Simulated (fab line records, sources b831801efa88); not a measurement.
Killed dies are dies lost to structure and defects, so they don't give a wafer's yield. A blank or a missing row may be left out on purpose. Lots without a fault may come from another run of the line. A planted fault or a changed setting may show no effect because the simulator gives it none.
Which tool did it? | flow sky130 | 11 lots, 33 wafers sampled, at 5 steps of a route of 708

WHAT THE GAUGES READ, wafer by wafer
SKY_NWELL_THK_MEAS_02.
lot  | measured    | on            | NWELL_OXIDATION_THK (nm)
L542 | day 2 12:55 | film_metro-02 | 9.95 9.93 9.93
L543 | day 2 18:05 | film_metro-02 | 10.19 10.26 10.40
L545 | day 3 06:52 | film_metro-01 | 9.96 10.01 9.99
L546 | day 3 08:15 | film_metro-01 | 9.97 10.00 10.07
L548 | day 3 19:53 | film_metro-02 | 9.63 9.75 9.72
L551 | day 4 11:38 | film_metro-03 | 10.07 10.24 10.07
L553 | day 4 21:47 | film_metro-02 | 9.91 10.04 9.86
L562 | day 6 23:01 | film_metro-01 | 10.33 10.13 10.31
L563 | day 7 07:56 | film_metro-03 | 10.19 9.95 10.10
L564 | day 7 09:30 | film_metro-02 | 10.00 9.92 9.87
L565 | day 7 13:29 | film_metro-02 | 10.17 10.08 10.10

SKY_SONOS_ONO_OVL_MEAS_14.
lot  | measured     | on         | SONOS_ONO_OVL (nm)
L542 | day 12 16:35 | overlay-01 | 0.4 0.7 -0.2
L543 | day 12 22:24 | overlay-02 | 1.0 2.4 1.3
L545 | day 13 23:25 | overlay-01 | -1.4 -2.6 0.2
L546 | day 14 00:00 | overlay-02 | 0.6 0.6 0.6
L548 | day 14 17:01 | overlay-01 | -0.9 0.6 0.4
L551 | day 15 17:07 | overlay-01 | -0.2 2.3 -1.5
L553 | day 16 09:04 | overlay-02 | 2.2 3.9 0.9
L562 | day 19 18:35 | overlay-02 | -1.0 -0.4 1.3
L563 | day 20 03:33 | overlay-02 | 1.9 0.3 0.1
L564 | day 20 07:52 | overlay-01 | -1.1 -0.7 -1.3
L565 | day 20 16:25 | overlay-02 | -1.8 -2.1 -0.4

SKY_LI_CONTACT_THK_MEAS_01.
lot  | measured     | on            | LI_CONTACT_HDPCVD_THK (nm)
L542 | day 27 23:11 | film_metro-04 | 933 913 929
L543 | day 28 06:02 | film_metro-01 | 912 923 921
L545 | day 29 13:43 | film_metro-04 | 913 928 931
L546 | day 29 16:01 | film_metro-04 | 948 937 927
L548 | day 30 00:25 | film_metro-01 | 933 954 943
L551 | day 31 03:00 | film_metro-02 | 945 958 949
L553 | day 31 17:25 | film_metro-02 | 945 1215 938
L562 | day 34 18:33 | film_metro-01 | 929 942 933
L563 | day 34 23:07 | film_metro-04 | 940 931 932
L564 | day 35 07:49 | film_metro-02 | 927 921 927
L565 | day 35 11:46 | film_metro-01 | 920 921 922

WHICH TOOL RAN EACH LOT (tool, then ch and the chambers of the sampled wafers, then the start)
lot  | SKY_PWDE_STRIP_09                   | SKY_LI_CONTACT_HDPCVD_00
L542 | plasma_asher-01 ch 0,1, day 3 21:37 | hdpcvd-02 ch 0,1,2, day 27 23:05
L543 | plasma_asher-02 ch 0,1, day 4 02:52 | hdpcvd-01 ch 0,2, day 28 05:54
L545 | plasma_asher-01 ch 0,1, day 4 16:18 | hdpcvd-01 ch 0,1, day 29 13:36
L546 | plasma_asher-01 ch 0, day 4 17:19   | hdpcvd-02 ch 1,2, day 29 15:54
L548 | plasma_asher-01 ch 0,1, day 5 05:48 | hdpcvd-02 ch 1,2, day 30 00:17
L551 | plasma_asher-03 ch 0,1, day 5 22:13 | hdpcvd-02 ch 0,1,2, day 31 02:53
L553 | plasma_asher-03 ch 0, day 6 10:19   | hdpcvd-02 ch 0,1, day 31 17:18
L562 | plasma_asher-03 ch 1, day 8 15:19   | hdpcvd-02 ch 1,2, day 34 18:27
L563 | plasma_asher-02 ch 0,1, day 9 01:12 | hdpcvd-01 ch 1,2, day 34 22:59
L564 | plasma_asher-03 ch 1, day 9 02:58   | hdpcvd-02 ch 0,2, day 35 07:41
L565 | plasma_asher-01 ch 0,1, day 9 07:47 | hdpcvd-01 ch 0,1,2, day 35 11:41
- SKY_PWDE_STRIP_09: strips in O2/N2.
- SKY_LI_CONTACT_HDPCVD_00: deposits PSG, target thk 930 nm, time 155 s.

WHAT THE TOOLS THEMSELVES READ (means of the sampled wafers that have a number; where no wafer has one, the mark that the record gives instead)
SKY_PWDE_STRIP_09.
lot  | tool            | chamber_pressure_mTorr (mTorr) | drypump_motor_current_A (A) | oes_product_au (a.u.) | strip_time_to_endpoint_s (s)
L542 | plasma_asher-01 | 1500.9                         | 5.7                         | 0.723                 | 36.95
L543 | plasma_asher-02 | 1500.4                         | 5.9                         | 0.718                 | 36.98
L545 | plasma_asher-01 | 1499.2                         | 5.6                         | 0.722                 | 37.01
L546 | plasma_asher-01 | 1501.4                         | 5.5                         | 0.725                 | 36.87
L548 | plasma_asher-01 | 1499.5                         | 5.7                         | 0.718                 | 36.99
L551 | plasma_asher-03 | 1498.9                         | 5.0                         | 0.732                 | 36.85
L553 | plasma_asher-03 | 1499.2                         | 5.1                         | 0.725                 | 36.93
L562 | plasma_asher-03 | 1500.2                         | 5.1                         | 0.720                 | 36.95
L563 | plasma_asher-02 | 1499.4                         | 5.6                         | 0.729                 | 37.02
L564 | plasma_asher-03 | 1500.7                         | 5.1                         | 0.719                 | 36.84
L565 | plasma_asher-01 | 1499.7                         | 5.7                         | 0.725                 | 36.91

SKY_LI_CONTACT_HDPCVD_00.
lot  | tool      | run_length_s (s)
L542 | hdpcvd-02 | 182.9
L543 | hdpcvd-01 | 183.2
L545 | hdpcvd-01 | 182.2
L546 | hdpcvd-02 | 183.1
L548 | hdpcvd-02 | 182.5
L551 | hdpcvd-02 | 182.8
L553 | hdpcvd-02 | 198.4
L562 | hdpcvd-02 | 182.9
L563 | hdpcvd-01 | 182.7
L564 | hdpcvd-02 | 182.6
L565 | hdpcvd-01 | 182.6

THE ANSWER, worked out from the rows above alone
Rule: what is usual is taken from the lots themselves. Put in order of their means at a reading, lots are off if they are a third of the lots or fewer, leave a main group of 4 or more, and stand apart from it by a gap of 3 or more times the standard deviation of the main group's means; of several such gaps the widest counts. A main group whose means are all the same, to the digits that the tables above print for the reading, isn't used. A lot without any number at a reading at which 4 lots or more have one is off too. The other lots that the step has rows for count as sound. The gauges are gone through in route order, then the tools' own readings, and for those a lot's mean is taken as printed above. The first step at which some lot is off is used, and at that step the reading that is off furthest; a lot without a number counts as furthest.
Off: L553, at SKY_LI_CONTACT_THK_MEAS_01 (LI_CONTACT_HDPCVD_THK). The main group: mean 931 nm, standard deviation 9.9.
A tool fits if, at a process step before that reading, it ran every lot that is off, and no sound lot after the first of them. The gauges at SKY_LI_CONTACT_THK_MEAS_01 aren't tried: what is off there is off at SKY_LI_CONTACT_HDPCVD_00 too, on other tools, and a gauge's error can't cause that. None of those tried fits.

WHAT THE SIMULATOR HAD PUT IN
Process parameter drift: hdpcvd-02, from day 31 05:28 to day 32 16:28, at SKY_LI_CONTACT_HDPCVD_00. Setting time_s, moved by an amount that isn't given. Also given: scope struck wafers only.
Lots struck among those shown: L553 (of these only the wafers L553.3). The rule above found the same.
